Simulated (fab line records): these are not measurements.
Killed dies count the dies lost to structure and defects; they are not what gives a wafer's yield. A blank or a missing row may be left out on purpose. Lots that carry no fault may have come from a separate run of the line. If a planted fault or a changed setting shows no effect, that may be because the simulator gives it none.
Matching of chambers :: flow sky130 :: 4 sister chambers for SKY_LI_CONTACT_CMP_24 on cmp-02
The step polishes, stops on PSG, t overpolish 19.19 s, target thk 0 nm. 8 wafers are shown with their chamber, then 7 later ones without.

== WAFERS WITH THEIR CHAMBER ==
wafer: L636.2
chamber: 2
motor-current-A (A): 11.5
time-to-endpoint-s (s): 92

wafer: L637.1
chamber: 3
motor-current-A (A): 10.6
time-to-endpoint-s (s): 96

wafer: L637.5
chamber: 3
motor-current-A (A): 10.5
time-to-endpoint-s (s): 96

wafer: L638.1
chamber: 0
motor-current-A (A): 11.2
time-to-endpoint-s (s): 99

wafer: L638.4
chamber: 1
motor-current-A (A): 9.6
time-to-endpoint-s (s): 103

wafer: L638.5
chamber: 0
motor-current-A (A): 11.3
time-to-endpoint-s (s): 99

wafer: L649.1
chamber: 2
motor-current-A (A): 12.2
time-to-endpoint-s (s): 96

wafer: L649.3
chamber: 1
motor-current-A (A): 9.1
time-to-endpoint-s (s): 103

== WAFERS WHOSE CHAMBER IS MISSING ==
wafer: L649.5
motor-current-A (A): 10.5
time-to-endpoint-s (s): 95

wafer: L653.2
motor-current-A (A): 11.4
time-to-endpoint-s (s): 97

wafer: L653.4
motor-current-A (A): 9.3
time-to-endpoint-s (s): 99

wafer: L653.5
motor-current-A (A): 10.7
time-to-endpoint-s (s): 92

wafer: L654.2
motor-current-A (A): 10.7
time-to-endpoint-s (s): 100

wafer: L654.3
motor-current-A (A): 10.0
time-to-endpoint-s (s): 95

wafer: L654.4
motor-current-A (A): 11.4
time-to-endpoint-s (s): 101

== WHICH CHAMBER EACH WENT THROUGH ==
wafer: L649.5
from the rows above: 3
in truth: 3

wafer: L653.2
from the rows above: can't be placed: 0 or 2 or 3
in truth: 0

wafer: L653.4
from the rows above: can't be placed: 1 or 3
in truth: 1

wafer: L653.5
from the rows above: can't be placed: 3 or 2
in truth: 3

wafer: L654.2
from the rows above: can't be placed: 0 or 3
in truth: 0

wafer: L654.3
from the rows above: 3
in truth: 3

wafer: L654.4
from the rows above: 0
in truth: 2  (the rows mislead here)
Correct placement for 2 of the 7. Can't be placed from these rows: 4 (the true chamber is among the candidates in 4). Wrongly placed: 1.
How it was worked out, from the rows above alone: a wafer's distance from a chamber is the root of the sum, over the readings, of the square of ((its reading less the chamber's mean) divided by the reading's scatter). The wafer belongs to the nearest chamber; if the next one is less than 2 further off, it can't be placed. Each chamber's mean is taken over the wafers shown for it. The scatter is the square root of a quotient: the sum, over the shown wafers, of each reading's squared deviation from its chamber's mean, divided by wafers minus chambers.
